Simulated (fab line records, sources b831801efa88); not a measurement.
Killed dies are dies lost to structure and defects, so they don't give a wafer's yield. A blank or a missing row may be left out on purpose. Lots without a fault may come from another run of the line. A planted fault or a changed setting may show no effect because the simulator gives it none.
fab line records | flow gf180mcu
record lots=5 wafers=15 last_day=34
route steps=602 shown V2@401 M3@409 V3@429
lots that met no fault: from a run of the same line without faults
start_h: hours from the record's first day to the start of the lot's first wafer shown | wait_h: hours since the lot's step before | " the same as in the row above | L1.1+2: a row that stands for several wafers | - no value, or no start given | * or withheld: withheld | < > ~ a bound
route shown NAME@n: a module of which the file shows steps, and the number in the route of the first | usual: mean/standard deviation of fault-free wafers | same: alike in all rows | chamber/n: place in a boat | sites: the reading at each site | _std_site: their standard deviation | _edge_site: outer sites' mean less inner sites' | radius_mm: how far each site lies from the wafer's centre | mask NAME#n: copy n | behind: the tool/chamber that last shaped the wafer | hold: why the lot was held/for how many hours/how that ended | device: the transistor (n, p or np) that didn't switch | end of line: the same wafers' tests at the end of the route | a step without rows: its recipe alone | killed: dies lost to structure and defects at the first sort, not the wafer's yield | map: a wafer's dies, x killed, . not, _ none there
set.NAME: the setting as run; set.NAME@STEP: as run at that earlier step | model.NAME: the simulator's own value behind a step, which no gauge read
lots at some steps of the route; a table a step, a row a wafer
services: from which hour (start_h, from the record's first day; less than 0 if before it) a tool's chamber was out of use, for how many hours, and why
## steps
# step GF_V2_STRIP_19
# recipe chemistry=post_etch_residue_remover time_s=1200 temp_c=72.5
# columns lot.wafer tool chamber start_h wait_h
L075.1+2+3 wet_bench-01 3 460.82 0.1
L084.2+5+6 wet_bench-02 1 556.22 0.1
L093.3+5+6 wet_bench-02 0 630.25 0.0
L095.1+3+4 wet_bench-02 3 642.83 0.1
L096.1+2+6 wet_bench-02 0 645.42 0.1
# step GF_V2_CLEAN_20
# recipe chemistry=DIW dry=n2_spin
# columns lot.wafer tool chamber start_h wait_h
L075.1+2+3 wet_bench-04 0 461.17 0.0
L084.2+5+6 wet_bench-01 2 556.56 0.0
L093.3+5+6 wet_bench-04 3 630.59 0.0
L095.1+3+4 wet_bench-04 0 643.18 0.0
L096.1+2+6 wet_bench-01 2 645.76 0.0
# step GF_V2_SPUTTER_21
# recipe material=Ti target_thk_nm=15 chamber_pressure_pa=5 power_w=2500 substrate_temp_c=200 time_s=80.02
# usual throttle_valve_pct=30.6/1.2
# columns lot.wafer tool chamber start_h wait_h throttle_valve_pct
L075.1 pvd_sputter-03 - 461.26 0.0 30.4
L075.2 " - " " 30.9
L075.3 " - " " 28.9
L084.2 pvd_sputter-03 - 556.65 0.0 31.1
L084.5 " - " " 30.9
L084.6 " - " " 30.3
L093.3 pvd_sputter-03 - 630.69 0.0 29.1
L093.5 " - " " 30.3
L093.6 " - " " 28.9
L095.1 pvd_sputter-02 - 643.28 0.0 30.6
L095.3 " - " " 31.3
L095.4 " - " " 29.0
L096.1 pvd_sputter-03 - 645.85 0.0 31.0
L096.2 " - " " 30.9
L096.6 " - " " 30.9
# step GF_V2_SPUTTER_22
# recipe material=TiN target_thk_nm=10 chamber_pressure_pa=5 power_w=4000 time_s=40
# usual throttle_valve_pct=30.6/1.2
# columns lot.wafer tool chamber start_h wait_h throttle_valve_pct
L075.1 pvd_sputter-03 - 461.32 0.0 30.0
L075.2 " - " " 30.9
L075.3 " - " " 28.9
L084.2 pvd_sputter-03 - 556.72 0.0 30.7
L084.5 " - " " 31.5
L084.6 " - " " 30.2
L093.3 pvd_sputter-03 - 630.75 0.0 28.6
L093.5 " - " " 30.4
L093.6 " - " " 28.9
L095.1 pvd_sputter-02 - 643.34 0.0 30.6
L095.3 " - " " 31.2
L095.4 " - " " 29.2
L096.1 pvd_sputter-03 - 645.92 0.0 31.2
L096.2 " - " " 31.0
L096.6 " - " " 30.7
# step GF_V2_CVD_23
# recipe material=W target_thk_nm=350 time_s=104.94 temp_c=400 pressure_torr=40
# usual heater_power_w=910/59
# columns lot.wafer tool chamber start_h wait_h heater_power_w
L075.1 cvd_w-01 1 461.36 0.0 1000
L075.2 " 0 " " 864
L075.3 " 1 " " 990
L084.2 cvd_w-01 1 556.75 0.0 1030
L084.5 " 0 " " 899
L084.6 " 1 " " 998
L093.3 cvd_w-01 1 630.83 0.1 1008
L093.5 " 1 " " 1000
L093.6 " 0 " " 869
L095.1 cvd_w-02 0 643.38 0.0 887
L095.3 " 0 " " 890
L095.4 " 1 " " 895
L096.1 cvd_w-01 0 645.95 0.0 869
L096.2 " 1 " " 1028
L096.6 " 0 " " 863
# step GF_V2_RS_MEAS_24
# recipe thk_meas_gauge=four-point-probe reads=W_of_V2_CVD_23+TiN_of_V2_SPUTTER_22+Ti_of_V2_SPUTTER_21
# usual V2_W_RS=0.328/0.0033
# columns lot.wafer tool chamber start_h wait_h V2_W_RS[ohm/sq]
L075.1 film_metro-04 - 461.47 0.1 0.328
L075.2 " - " " 0.329
L075.3 " - " " 0.330
L084.2 film_metro-03 - 556.89 0.1 0.327
L084.5 " - " " 0.326
L084.6 " - " " 0.333
L093.3 film_metro-03 - 631.04 0.2 0.323
L093.5 " - " " 0.327
L093.6 " - " " 0.324
L095.1 film_metro-04 - 643.49 0.1 0.332
L095.3 " - " " 0.332
L095.4 " - " " 0.330
L096.1 film_metro-03 - 646.07 0.1 0.335
L096.2 " - " " 0.330
L096.6 " - " " 0.334
# step GF_V2_THK_MEAS_25
# recipe thk_meas_gauge=xrf reads=W_of_V2_CVD_23
# usual V2_W_THK=359/4.9
# columns lot.wafer tool chamber start_h wait_h V2_W_THK[nm]
L075.1 film_metro-04 - 461.59 0.1 361
L075.2 " - " " 358
L075.3 " - " " 355
L084.2 film_metro-03 - 557.00 0.1 361
L084.5 " - " " 362
L084.6 " - " " 359
L093.3 film_metro-03 - 631.14 0.1 370
L093.5 " - " " 365
L093.6 " - " " 366
L095.1 film_metro-04 - 643.61 0.1 353
L095.3 " - " " 351
L095.4 " - " " 353
L096.1 film_metro-03 - 646.19 0.1 355
L096.2 " - " " 362
L096.6 " - " " 355
# step GF_V2_CMP_26
# recipe stop_on=SiO2 down_force_psi=3.5 platen_rpm=60 t_overpolish_s=15 target_thk_nm=0 pad_velocity_m_s=0.94248
# usual motor_current_A=11.7/1.7 overpolish_run_s=15.001/0.0094 time_to_endpoint_s=85/5.2
# columns lot.wafer tool chamber start_h wait_h motor_current_A overpolish_run_s time_to_endpoint_s
L075.3 cmp-02 0 462.20 0.6 9.0 14.982 84
L075.1 " 2 " " 9.9 15.000 88
L075.2 " 3 " " 10.2 15.011 82
L084.2 cmp-02 2 557.20 0.2 9.8 15.004 90
L084.5 " 3 " " 10.6 15.011 87
L084.6 " 0 " " 9.7 15.002 86
L093.3 cmp-01 1 631.33 0.2 10.6 15.020 93
L093.5 " 2 " " 13.5 14.999 84
L093.6 " 3 " " 12.6 14.979 93
L095.4 cmp-01 1 643.67 0.0 11.7 15.007 91
L095.3 " 3 " " 11.7 15.004 91
L095.1 " 0 " " 15.0 15.004 80
L096.2 cmp-02 1 646.25 0.0 11.2 14.997 84
L096.1 " 2 " " 10.2 14.990 84
L096.6 " 1 " " 11.1 15.003 84
# step GF_M3_SPUTTER_00
# recipe material=Ti target_thk_nm=37.5 arriving_ion_energy_ev=80 substrate_temp_c=200 chamber_pressure_pa=2 power_w=4000 time_s=150
# usual throttle_valve_pct=30.6/0.96
# columns lot.wafer tool chamber start_h wait_h throttle_valve_pct
L075.1 pvd_sputter-04 - 462.50 0.1 30.3
L075.2 " - " " 30.2
L075.3 " - " " 30.4
L084.2 pvd_sputter-02 - 557.35 0.1 31.0
L084.5 " - " " 28.8
L084.6 " - " " 33.0
L093.3 pvd_sputter-01 - 631.48 0.1 29.9
L093.5 " - " " 30.4
L093.6 " - " " 30.6
L095.1 pvd_sputter-02 - 643.97 0.1 31.0
L095.3 " - " " 31.3
L095.4 " - " " 29.2
L096.1 pvd_sputter-02 - 646.55 0.2 32.9
L096.2 " - " " 29.1
L096.6 " - " " 30.5
# step GF_M3_SPUTTER_01
# recipe material=TiN target_thk_nm=30 power_w=6500 time_s=25 chamber_pressure_pa=0.4
# usual throttle_valve_pct=30.6/0.99
# columns lot.wafer tool chamber start_h wait_h throttle_valve_pct
L075.1 pvd_sputter-04 - 462.60 0.1 30.3
L075.2 " - " " 30.4
L075.3 " - " " 30.2
L084.2 pvd_sputter-02 - 557.45 0.1 31.4
L084.5 " - " " 29.1
L084.6 " - " " 33.0
L093.3 pvd_sputter-01 - 631.58 0.1 30.2
L093.5 " - " " 30.1
L093.6 " - " " 30.8
L095.1 pvd_sputter-02 - 644.07 0.1 30.7
L095.3 " - " " 31.3
L095.4 " - " " 29.3
L096.1 pvd_sputter-02 - 646.65 0.1 32.9
L096.2 " - " " 29.2
L096.6 " - " " 30.6
# step GF_M3_SPUTTER_02
# recipe material=AlCu target_thk_nm=450 power_w=10600 time_s=23.9 chamber_pressure_pa=0.4
# usual throttle_valve_pct=30.6/1
# columns lot.wafer tool chamber start_h wait_h throttle_valve_pct
L075.1 pvd_sputter-04 - 462.63 0.0 30.0
L075.2 " - " " 30.5
L075.3 " - " " 30.6
L084.2 pvd_sputter-02 - 557.48 0.0 31.1
L084.5 " - " " 28.9
L084.6 " - " " 33.1
L093.3 pvd_sputter-01 - 631.61 0.0 30.3
L093.5 " - " " 30.1
L093.6 " - " " 30.4
L095.1 pvd_sputter-02 - 644.10 0.0 30.7
L095.3 " - " " 31.3
L095.4 " - " " 29.0
L096.1 pvd_sputter-02 - 646.68 0.0 33.0
L096.2 " - " " 28.9
L096.6 " - " " 30.4
# step GF_M3_SPUTTER_03
# recipe material=Ti target_thk_nm=10 substrate_temp_c=300 chamber_pressure_pa=0.3 power_w=3000 time_s=6.7
# usual throttle_valve_pct=30.6/0.98
# columns lot.wafer tool chamber start_h wait_h throttle_valve_pct
L075.1 pvd_sputter-04 - 462.66 0.0 30.0
L075.2 " - " " 30.6
L075.3 " - " " 30.5
L084.2 pvd_sputter-02 - 557.51 0.0 31.3
L084.5 " - " " 29.1
L084.6 " - " " 32.9
L093.3 pvd_sputter-01 - 631.64 0.0 30.2
L093.5 " - " " 30.0
L093.6 " - " " 30.8
L095.1 pvd_sputter-02 - 644.13 0.0 30.7
L095.3 " - " " 31.3
L095.4 " - " " 28.9
L096.1 pvd_sputter-02 - 646.71 0.0 32.9
L096.2 " - " " 29.2
L096.6 " - " " 30.5
# step GF_M3_SPUTTER_04
# recipe material=TiN target_thk_nm=50 power_w=6500 time_s=41.7 chamber_pressure_pa=0.4
# usual throttle_valve_pct=30.6/0.99
# columns lot.wafer tool chamber start_h wait_h throttle_valve_pct
L075.1 pvd_sputter-04 - 462.68 0.0 30.3
L075.2 " - " " 30.6
L075.3 " - " " 30.4
L084.2 pvd_sputter-02 - 557.53 0.0 31.2
L084.5 " - " " 29.0
L084.6 " - " " 33.2
L093.3 pvd_sputter-01 - 631.66 0.0 30.1
L093.5 " - " " 30.5
L093.6 " - " " 30.7
L095.1 pvd_sputter-02 - 644.15 0.0 30.4
L095.3 " - " " 31.2
L095.4 " - " " 28.9
L096.1 pvd_sputter-02 - 646.73 0.0 32.9
L096.2 " - " " 29.3
L096.6 " - " " 30.7
# step GF_M3_RS_MEAS_05
# recipe thk_meas_gauge=four-point-probe reads=TiN_of_M3_SPUTTER_04+Ti_of_M3_SPUTTER_03+AlCu_of_M3_SPUTTER_02+TiN_of_M3_SPUTTER_01+Ti_of_M3_SPUTTER_00
# usual M3_ALCU_RS=0.0695/0.00071
# columns lot.wafer tool chamber start_h wait_h M3_ALCU_RS[ohm/sq]
L075.1 film_metro-01 - 462.72 0.0 0.0691
L075.2 " - " " 0.0685
L075.3 " - " " 0.0687
L084.2 film_metro-03 - 557.59 0.0 0.0699
L084.5 " - " " 0.0700
L084.6 " - " " 0.0701
L093.3 film_metro-03 - 631.74 0.1 0.0694
L093.5 " - " " 0.0694
L093.6 " - " " 0.0691
L095.1 film_metro-04 - 644.19 0.0 0.0699
L095.3 " - " " 0.0696
L095.4 " - " " 0.0698
L096.1 film_metro-01 - 646.77 0.0 0.0702
L096.2 " - " " 0.0704
L096.6 " - " " 0.0700
# step GF_M3_THK_MEAS_06
# recipe thk_meas_gauge=xrf reads=AlCu_of_M3_SPUTTER_02
# usual M3_ALCU_THK=462/5.4
# columns lot.wafer tool chamber start_h wait_h M3_ALCU_THK[nm]
L075.1 film_metro-01 - 462.84 0.1 462
L075.2 " - " " 469
L075.3 " - " " 467
L084.2 film_metro-03 - 557.70 0.1 460
L084.5 " - " " 458
L084.6 " - " " 458
L093.3 film_metro-03 - 631.84 0.1 464
L093.5 " - " " 459
L093.6 " - " " 465
L095.1 film_metro-04 - 644.31 0.1 457
L095.3 " - " " 458
L095.4 " - " " 463
L096.1 film_metro-01 - 646.89 0.1 458
L096.2 " - " " 458
L096.6 " - " " 461
# step GF_M3_DEHYDRATE_07
# recipe temp_c=200 time_s=60
# usual plate_temp_C=199.98/0.16
# columns lot.wafer tool chamber start_h wait_h plate_temp_C
L075.1 litho_track-01 0 473.99 11.1 199.90
L075.2 " 0 " " 199.84
L075.3 " 0 " " 200.09
L084.2 litho_track-01 0 568.21 10.5 200.10
L084.5 " 0 " " 200.02
L084.6 " 0 " " 200.17
L093.3 litho_track-04 0 641.42 9.6 200.21
L093.5 " 0 " " 200.12
L093.6 " 0 " " 200.03
L095.1 litho_track-02 0 653.50 9.2 200.03
L095.3 " 0 " " 199.93
L095.4 " 0 " " 200.17
L096.1 litho_track-02 0 655.40 8.5 199.95
L096.2 " 0 " " 199.88
L096.6 " 0 " " 200.16
# step GF_M3_HMDS_08
# recipe prime_time_s=60 prime_temp_c=120
# usual prime_temp_c=119.99/0.14
# columns lot.wafer tool chamber start_h wait_h prime_temp_c
L075.1 litho_track-01 0 474.14 0.1 120.02
L075.2 " 0 " " 119.94
L075.3 " 0 " " 119.76
L084.2 litho_track-01 0 568.36 0.1 120.25
L084.5 " 0 " " 120.12
L084.6 " 0 " " 120.20
L093.3 litho_track-04 0 641.57 0.1 120.02
L093.5 " 0 " " 119.96
L093.6 " 0 " " 120.10
L095.1 litho_track-02 0 653.65 0.1 120.04
L095.3 " 0 " " 119.91
L095.4 " 0 " " 119.86
L096.1 litho_track-02 0 655.55 0.1 120.11
L096.2 " 0 " " 120.16
L096.6 " 0 " " 120.05
# step GF_M3_COAT_09
# recipe resist=KrF spin_rpm=withheld resist_thk_nm=1000
# columns lot.wafer tool chamber start_h wait_h
L075.1+2+3 litho_track-01 0 474.29 0.1
L084.2+5+6 litho_track-01 0 568.51 0.1
L093.3+5+6 litho_track-04 0 641.72 0.1
L095.1+3+4 litho_track-02 0 653.80 0.1
L096.1+2+6 litho_track-02 0 655.70 0.1
# step GF_M3_SOFTBAKE_10
# recipe temp_c=130 time_s=60 resist=KrF
# usual plate_temp_C=130.01/0.15
# columns lot.wafer tool chamber start_h wait_h plate_temp_C
L075.1 litho_track-01 0 474.44 0.1 130.04
L075.2 " 0 " " 130.00
L075.3 " 0 " " 130.14
L084.2 litho_track-01 0 568.66 0.1 129.99
L084.5 " 0 " " 129.93
L084.6 " 0 " " 130.17
L093.3 litho_track-04 0 641.87 0.1 129.91
L093.5 " 0 " " 129.85
L093.6 " 0 " " 129.96
L095.1 litho_track-02 0 653.95 0.1 129.95
L095.3 " 0 " " 129.94
L095.4 " 0 " " 129.98
L096.1 litho_track-02 0 655.85 0.1 129.85
L096.2 " 0 " " 130.04
L096.6 " 0 " " 130.07
# step GF_M3_EXPOSE_11
# recipe mask_id=Metal3 target_cd_nm=280 na=0.68 source_shape=conventional sigma_outer=0.6 dose_mj=28
# columns lot.wafer tool chamber start_h wait_h mask
L075.1+2+3 krf_scanner-01 0 - - Metal3#0
L084.2+5+6 krf_scanner-02 0 - - Metal3#0
L093.3+5+6 krf_scanner-02 0 - - Metal3#0
L095.1+3+4 krf_scanner-01 0 - - Metal3#0
L096.1+2+6 krf_scanner-02 0 - - Metal3#0
# step GF_M3_PEB_12
# recipe peb_temp_c=135 peb_time_s=90 resist=KrF
# usual plate_temp_C=134.95/0.12
# columns lot.wafer tool chamber start_h wait_h plate_temp_C
L075.1 litho_track-01 0 - - 135.00
L075.2 " 0 " " 135.04
L075.3 " 0 " " 134.99
L084.2 litho_track-04 0 - - 134.78
L084.5 " 0 " " 134.71
L084.6 " 0 " " 134.75
L093.3 litho_track-04 0 - - 135.04
L093.5 " 0 " " 134.95
L093.6 " 0 " " 135.06
L095.1 litho_track-01 0 - - 134.99
L095.3 " 0 " " 134.96
L095.4 " 0 " " 135.08
L096.1 litho_track-02 0 - - 134.85
L096.2 " 0 " " 134.94
L096.6 " 0 " " 135.01
# step GF_M3_DEVELOP_13
# recipe develop_time_s=60 dev_temp_c=21
# usual developer_temp_C=20.98/0.12
# columns lot.wafer tool chamber start_h wait_h developer_temp_C
L075.1 litho_track-01 0 486.29 0.2 21.05
L075.2 " 0 " " 21.08
L075.3 " 0 " " 20.96
L084.2 litho_track-04 0 578.99 0.2 20.93
L084.5 " 0 " " 20.85
L084.6 " 0 " " 20.77
L093.3 litho_track-04 0 651.62 0.1 20.75
L093.5 " 0 " " 20.91
L093.6 " 0 " " 20.93
L095.1 litho_track-01 0 663.49 0.2 20.84
L095.3 " 0 " " 20.94
L095.4 " 0 " " 20.98
L096.1 litho_track-02 0 665.25 0.2 20.94
L096.2 " 0 " " 20.96
L096.6 " 0 " " 20.99
# step GF_M3_CD_MEAS_14
# recipe target_cd_nm=280
# usual cd_nm=280.2/1.2
# columns lot.wafer tool chamber start_h wait_h cd_nm
L075.1 cd_sem-01 - 486.44 0.1 280.1
L075.2 " - " " 281.0
L075.3 " - " " 281.3
L084.2 cd_sem-02 - 579.14 0.1 279.2
L084.5 " - " " 281.1
L084.6 " - " " 278.7
L093.3 cd_sem-01 - 651.76 0.1 279.9
L093.5 " - " " 279.8
L093.6 " - " " 280.0
L095.1 cd_sem-02 - 663.64 0.1 280.9
L095.3 " - " " 281.4
L095.4 " - " " 279.9
L096.1 cd_sem-02 - 665.40 0.1 282.5
L096.2 " - " " 281.6
L096.6 " - " " 281.3
# step GF_M3_OVL_MEAS_15
# usual M3_OVL=-5/6.9
# columns lot.wafer tool chamber start_h wait_h M3_OVL[nm]
L075.1 overlay-02 - 486.56 0.1 5
L075.2 " - " " -7
L075.3 " - " " 1
L084.2 overlay-01 - 579.24 0.1 -6
L084.5 " - " " -12
L084.6 " - " " 0
L093.3 overlay-01 - 651.85 0.1 -8
L093.5 " - " " -14
L093.6 " - " " -9
L095.1 overlay-01 - 663.76 0.1 -1
L095.3 " - " " -1
L095.4 " - " " -5
L096.1 overlay-02 - 665.52 0.1 -14
L096.2 " - " " -11
L096.6 " - " " -12
# step GF_M3_METAL_ETCH_16
# recipe chemistry=Cl2/BCl3 mask_material=KrF target_depth_nm=750.8 stop_on=SiO2 pressure_mtorr=8 icp_w=800 bias_w=140 Cl2_flow_sccm=80 bcl3_flow_sccm=40 time_s=125.1
# usual chamber_pressure_mTorr=8.000/0.008 drypump_motor_current_A=5.6/0.56 oes_product_au=0.991/0.0067 throttle_valve_pct=28.230/0.011
# columns lot.wafer tool chamber start_h wait_h chamber_pressure_mTorr drypump_motor_current_A oes_product_au rf_hours_counter_h throttle_valve_pct
L075.1 rie_metal-03 1 486.59 0.0 7.998 5.1 1.001 11 28.224
L075.2 " 0 " " 7.992 5.8 0.994 10 28.241
L075.3 " 1 " " 8.001 5.1 0.992 - 28.231
L084.2 rie_metal-04 0 579.27 0.0 8.012 6.4 0.985 8 28.225
L084.5 " 0 " " 7.987 6.4 1.000 - 28.240
L084.6 " 1 " " 8.009 5.2 0.981 - 28.242
L093.3 rie_metal-04 0 651.96 0.1 7.999 6.4 0.995 - 28.215
L093.5 " 0 " " 8.006 6.4 1.002 - 28.216
L093.6 " 0 " " 8.002 6.5 0.996 - 28.216
L095.1 rie_metal-03 1 663.79 0.0 7.999 5.1 0.992 4 28.218
L095.3 " 1 " " 7.996 5.1 1.001 - 28.237
L095.4 " 1 " " 7.999 5.2 0.991 - 28.248
L096.1 rie_metal-04 0 665.55 0.0 7.990 6.4 0.991 11 28.230
L096.2 " 1 " " 7.995 5.2 0.987 5 28.242
L096.6 " 0 " " 8.021 6.4 0.985 - 28.241
# step GF_M3_STRIP_17
# recipe chemistry=O2/N2 power_w=1400 pressure_mtorr=1500 platen_temp_c=250 o2_flow_sccm=3000 n2_flow_sccm=300 overash_fraction=0.5
# usual chamber_pressure_mTorr=1499.9/1.3 drypump_motor_current_A=5.8/0.41 heater_power_w=354/30 oes_product_au=0.537/0.0047 strip_time_to_endpoint_s=7.37/0.057
# columns lot.wafer tool chamber start_h wait_h chamber_pressure_mTorr drypump_motor_current_A heater_power_w oes_product_au rf_hours_counter_h strip_time_to_endpoint_s
L075.1 plasma_asher-02 1 486.72 0.1 1497.6 5.6 374 0.530 74 7.37
L075.2 " 0 " " 1503.0 6.3 361 0.545 74 7.45
L075.3 " 1 " " 1497.7 5.6 371 0.532 - 7.41
L084.2 plasma_asher-02 0 579.40 0.1 1500.1 6.3 359 0.539 85 7.42
L084.5 " 0 " " 1498.4 6.3 363 0.538 - 7.47
L084.6 " 1 " " 1498.4 5.6 377 0.537 - 7.48
L093.3 plasma_asher-02 1 652.16 0.2 1500.6 5.6 370 0.536 - 7.33
L093.5 " 0 " " 1502.3 6.3 363 0.538 - 7.34
L093.6 " 1 " " 1498.4 5.6 379 0.537 - 7.37
L095.1 plasma_asher-03 0 664.05 0.2 1499.6 5.6 372 0.533 96 7.29
L095.3 " 1 " " 1498.1 5.9 352 0.537 - 7.33
L095.4 " 0 " " 1497.7 5.6 383 0.537 - 7.31
L096.1 plasma_asher-04 0 665.68 0.1 1499.7 4.9 261 0.535 23 7.35
L096.2 " 1 " " 1497.8 6.4 311 0.536 23 7.42
L096.6 " 1 " " 1500.0 6.4 322 0.532 - 7.36
# step GF_M3_STRIP_18
# recipe chemistry=post_etch_residue_remover time_s=1200 temp_c=72.5
# columns lot.wafer tool chamber start_h wait_h
L075.1+2+3 wet_bench-04 0 486.82 0.1
L084.2+5+6 wet_bench-04 1 579.50 0.1
L093.3+5+6 wet_bench-02 0 652.23 0.0
L095.1+3+4 wet_bench-04 3 664.15 0.1
L096.1+2+6 wet_bench-04 2 665.78 0.1
# step GF_M3_CLEAN_19
# recipe chemistry=DIW dry=n2_spin
# columns lot.wafer tool chamber start_h wait_h
L075.1+2+3 wet_bench-02 2 487.16 0.0
L084.2+5+6 wet_bench-04 2 580.32 0.0
L093.3+5+6 wet_bench-02 0 652.60 0.0
L095.1+3+4 wet_bench-02 1 664.56 0.0
L096.1+2+6 wet_bench-04 3 666.19 0.0
# step GF_V3_CVD_00
# recipe material=SiO2 target_thk_nm=600 sigma_open_frac=0.3 temp_c=400 time_s=100 sih4_flow_sccm=60 pressure_mtorr=6
# columns lot.wafer tool chamber start_h wait_h
L075.1+2+3 hdpcvd-01 0,1,2 487.26 0.0
L084.2+5+6 hdpcvd-01 1,0,2 580.53 0.0
L093.3+5+6 hdpcvd-01 2,0,1 652.70 0.0
L095.1+3+4 hdpcvd-02 0,1,0 664.65 0.0
L096.1+2+6 hdpcvd-02 2,0,0 666.30 0.0
# step GF_V3_THK_MEAS_01
# recipe reads=SiO2_of_V3_CVD_00
# usual V3_CVD_00_THK=599/6.8
# columns lot.wafer tool chamber start_h wait_h V3_CVD_00_THK[nm]
L075.1 film_metro-01 - 487.34 0.0 599
L075.2 " - " " 603
L075.3 " - " " 595
L084.2 film_metro-02 - 580.62 0.0 606
L084.5 " - " " 598
L084.6 " - " " 594
L093.3 film_metro-01 - 652.80 0.1 598
L093.5 " - " " 600
L093.6 " - " " 608
L095.1 film_metro-01 - 664.72 0.0 602
L095.3 " - " " 594
L095.4 " - " " 595
L096.1 film_metro-01 - 666.37 0.0 605
L096.2 " - " " 615
L096.6 " - " " 610
# step GF_V3_CVD_02
# recipe material=SiO2 target_thk_nm=850 precursor=TEOS temp_c=400 time_s=94.851 rf_w=600
# usual heater_power_w=613/100
# columns lot.wafer tool chamber start_h wait_h heater_power_w
L075.1 pecvd-01 0 487.40 0.1 685
L075.2 " 2 " " 810
L075.3 " 1 " " 510
L084.2 pecvd-01 1 580.67 0.0 427
L084.5 " 2 " " 742
L084.6 " 0 " " 572
L093.3 pecvd-01 0 652.84 0.0 581
L093.5 " 0 " " 662
L093.6 " 2 " " 793
L095.1 pecvd-02 2 664.78 0.1 701
L095.3 " 1 " " 679
L095.4 " 1 " " 708
L096.1 pecvd-02 2 666.43 0.1 618
L096.2 " 1 " " 697
L096.6 " 1 " " 574
# step GF_V3_THK_MEAS_03
# recipe reads=SiO2_of_V3_CVD_02
# usual V3_CVD_02_THK=849/13
# columns lot.wafer tool chamber start_h wait_h V3_CVD_02_THK[nm]
L075.1 film_metro-03 - 487.47 0.0 855
L075.2 " - " " 832
L075.3 " - " " 839
L084.2 film_metro-02 - 580.75 0.0 851
L084.5 " - " " 852
L084.6 " - " " 862
L093.3 film_metro-03 - 652.93 0.1 845
L093.5 " - " " 865
L093.6 " - " " 864
L095.1 film_metro-03 - 664.85 0.0 857
L095.3 " - " " 827
L095.4 " - " " 841
L096.1 film_metro-03 - 666.50 0.0 844
L096.2 " - " " 840
L096.6 " - " " 847
# step GF_V3_CMP_04
# recipe material=SiO2 down_force_psi=4 platen_rpm=60 pad_velocity_m_s=0.94248
# usual motor_current_A=12.6/1.9 time_to_endpoint_s=80/6.7
# columns lot.wafer tool chamber start_h wait_h motor_current_A time_to_endpoint_s
L075.1 cmp-02 0 487.53 0.1 10.2 81
L075.2 " 1 " " 11.6 78
L075.3 " 2 " " 10.7 77
L084.2 cmp-01 0 580.85 0.1 15.9 78
L084.5 " 3 " " 13.1 90
L084.6 " 0 " " 15.8 85
L093.3 cmp-02 3 652.97 0.0 11.5 79
L093.6 " 3 " " 11.7 84
L093.5 " 0 " " 10.3 87
L095.1 cmp-01 0 664.91 0.1 16.9 83
L095.4 " 1 " " 12.2 85
L095.3 " 2 " " 15.4 71
L096.2 cmp-02 0 666.61 0.1 10.9 72
L096.1 " 2 " " 11.1 77
L096.6 " 0 " " 10.8 74
# step GF_V3_BOW_MEAS_05
# recipe mode=bow
# usual V3_BOW=118/7.2
# columns lot.wafer tool chamber start_h wait_h V3_BOW[um]
L075.1 film_metro-02 - 487.83 0.2 135
L075.2 " - " " 140
L075.3 " - " " 136
L084.2 film_metro-02 - 581.12 0.2 120
L084.5 " - " " 121
L084.6 " - " " 119
L093.3 film_metro-02 - 653.31 0.3 116
L093.5 " - " " 107
L093.6 " - " " 109
L095.1 film_metro-02 - 665.21 0.2 117
L095.3 " - " " 119
L095.4 " - " " 123
L096.1 film_metro-01 - 666.86 0.1 125
L096.2 " - " " 120
L096.6 " - " " 110
# step GF_V3_DEHYDRATE_06
# recipe temp_c=200 time_s=60
# usual plate_temp_C=199.99/0.15
# columns lot.wafer tool chamber start_h wait_h plate_temp_C
L075.1 litho_track-01 0 498.74 10.9 200.02
L075.2 " 0 " " 199.89
L075.3 " 0 " " 199.88
L084.2 litho_track-02 0 591.37 10.2 199.85
L084.5 " 0 " " 199.84
L084.6 " 0 " " 199.89
L093.3 litho_track-03 0 662.15 8.8 200.26
L093.5 " 0 " " 199.89
L093.6 " 0 " " 200.00
L095.1 litho_track-02 0 674.40 9.2 200.08
L095.3 " 0 " " 200.09
L095.4 " 0 " " 200.02
L096.1 litho_track-02 0 675.50 8.6 199.95
L096.2 " 0 " " 199.84
L096.6 " 0 " " 199.87
# step GF_V3_HMDS_07
# recipe prime_time_s=60 prime_temp_c=120
# usual prime_temp_c=119.96/0.14
# columns lot.wafer tool chamber start_h wait_h prime_temp_c
L075.1 litho_track-01 0 498.89 0.1 119.80
L075.2 " 0 " " 119.71
L075.3 " 0 " " 119.88
L084.2 litho_track-02 0 591.52 0.1 119.92
L084.5 " 0 " " 120.03
L084.6 " 0 " " 119.95
L093.3 litho_track-03 0 662.30 0.1 120.05
L093.5 " 0 " " 120.01
L093.6 " 0 " " 120.17
L095.1 litho_track-02 0 674.55 0.1 119.78
L095.3 " 0 " " 119.89
L095.4 " 0 " " 119.88
L096.1 litho_track-02 0 675.65 0.1 119.79
L096.2 " 0 " " 119.71
L096.6 " 0 " " 119.74
# step GF_V3_COAT_08
# recipe resist=BARC temp_c=withheld time_s=withheld spin_rpm=withheld resist_thk_nm=withheld
# columns lot.wafer tool chamber start_h wait_h
L075.1+2+3 litho_track-01 0 499.04 0.1
L084.2+5+6 litho_track-02 0 591.67 0.1
L093.3+5+6 litho_track-03 0 662.45 0.1
L095.1+3+4 litho_track-02 0 674.70 0.1
L096.1+2+6 litho_track-02 0 675.80 0.1
# step GF_V3_COAT_09
# recipe resist=KrF spin_rpm=withheld resist_thk_nm=1000
# columns lot.wafer tool chamber start_h wait_h
L075.1+2+3 litho_track-01 0 - -
L084.2+5+6 litho_track-02 0 - -
L093.3+5+6 litho_track-03 0 - -
L095.1+3+4 litho_track-02 0 - -
L096.1+2+6 litho_track-02 0 - -
## services
# columns tool chamber start_h hours kind
cvd_w-01 - 456.91 4.3 pm
krf_scanner-02 - 457.27 1.3 pm
cmp-01 - 464.46 4.7 pm
cmp-02 - 469.19 3.8 pm
krf_scanner-02 - 474.91 3.6 pm
pvd_sputter-01 - 475.97 1.2 repair
krf_scanner-02 - 481.24 0.5 repair
hdpcvd-01 - 482.00 0.4 repair
plasma_asher-02 - 484.58 0.7 repair
cvd_w-01 - 518.24 0.5 repair
pvd_sputter-02 - 522.09 0.9 repair
cmp-02 - 533.58 11.8 pm
cvd_w-01 1 545.61 2.9 repair
cvd_w-01 - 561.04 0.8 repair
cmp-01 - 569.76 6.8 repair
cmp-02 - 572.07 4.0 pm
pvd_sputter-03 - 572.87 8.8 repair
cmp-02 - 584.55 3.9 repair
cmp-02 - 600.98 2.5 repair
cmp-02 - 615.91 1.9 repair
pvd_sputter-03 - 642.58 1.7 repair
cmp-01 - 652.01 11.4 repair
pvd_sputter-02 - 655.00 4.1 repair
cmp-01 - 666.04 0.6 repair
## key
fault none
